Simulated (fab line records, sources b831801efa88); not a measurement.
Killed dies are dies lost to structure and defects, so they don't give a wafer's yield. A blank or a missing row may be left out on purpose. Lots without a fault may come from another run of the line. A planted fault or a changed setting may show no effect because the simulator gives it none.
Problem report in the 8D (eight disciplines) form, filled by code | flow sky130 | the parts of the form that need people (team, actions taken, sign-off) are left out

1. THE PROBLEM
plate_temp_C at SKY_METAL1_SOFTBAKE_11 reads a mean of 98.54 C on 6 wafers of 2 lots; wafers without a fault read 99.99 C with a standard deviation of 0.13. That is -11 standard deviations from the usual mean.
The step: time 90 s.
First seen on wafer L937.4, day 34 17:00, on litho_track-02. The record holds 39 wafers of 13 lots with a number at this step. Rule for "out", or "out of limits": more than 4 standard deviations from the usual mean. The other wafers with a number count as sound.

2. WHAT IT IS AND WHAT IT IS NOT
question                    | is                                 | is not
which readings at this step | plate_temp_C, heater_power_total_W | -
which lots                  | L937, L940                         | L932, L942, L945, L946, L949, L950, L951, L952, L953, L954, L955
which wafers of those lots  | all that have a number             | -
read on which tools         | litho_track-02                     | litho_track-03, litho_track-04
when                        | from day 34 17:00                  | up to then (3 sound wafers); but 30 sound wafers of L942, L945, L946, L949, L950, L951, L952, L953, L954, L955 came after

3. SUSPECTS, AND WHAT RULES EACH OUT
Counting: a tool at a process step up to the reading stays a suspect if it ran every lot that is out and no sound lot after the first of them.
- rie_diel-01 at SKY_CONTACT_ETCH_17 (etches SiO2 in C4F8/O2/Ar, stops on Si3N4, target depth 340 nm): ruled out as a lasting fault. Sound lots L942, L945, L946, L950, L952, L955 ran on it after its first lot that is out, L937 (day 34 01:48).
- litho_track-02 at SKY_METAL1_SOFTBAKE_11 (time 90 s): kept. It ran every lot that is out, first L937 (day 34 17:00), and no sound lot after that; its last sound lot up to then is L932 (day 34 04:00). Its own readings are out on those wafers: heater_power_total_W, plate_temp_C.
Left after counting: litho_track-02 at SKY_METAL1_SOFTBAKE_11.

4. THE CAUSE (what the simulator had put in)
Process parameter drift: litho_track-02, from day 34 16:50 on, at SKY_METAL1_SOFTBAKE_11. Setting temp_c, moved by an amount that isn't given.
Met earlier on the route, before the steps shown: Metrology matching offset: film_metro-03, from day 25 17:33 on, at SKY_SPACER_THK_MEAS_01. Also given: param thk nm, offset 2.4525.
Counting left only this tool.

5. THE CHAIN OF EFFECTS, in route order
Each row: a reading whose mean over the struck wafers that have a number lies more than 3 standard deviations from the usual. Only readings for which the record gives a usual standard deviation are gone through. hours: the time from each lot's start at the first step in this table that gives one to its start at this step, as a median over the lots. sigmas: the change in usual standard deviations.
hours | step                   | reading              | usual   | on struck wafers | change | sigmas
0     | SKY_METAL1_SOFTBAKE_11 | heater_power_total_W | 57.36 W | 56.30            | -1.06  | -9.7
0     | SKY_METAL1_SOFTBAKE_11 | plate_temp_C         | 99.99 C | 98.54            | -1.45  | -11
The process steps in it:
- SKY_METAL1_SOFTBAKE_11: time 90 s.

6. WHAT WOULD HAVE CAUGHT IT SOONER
In this record the first reading out of limits was taken at day 34 17:00, 0 hours after the fault began at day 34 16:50.
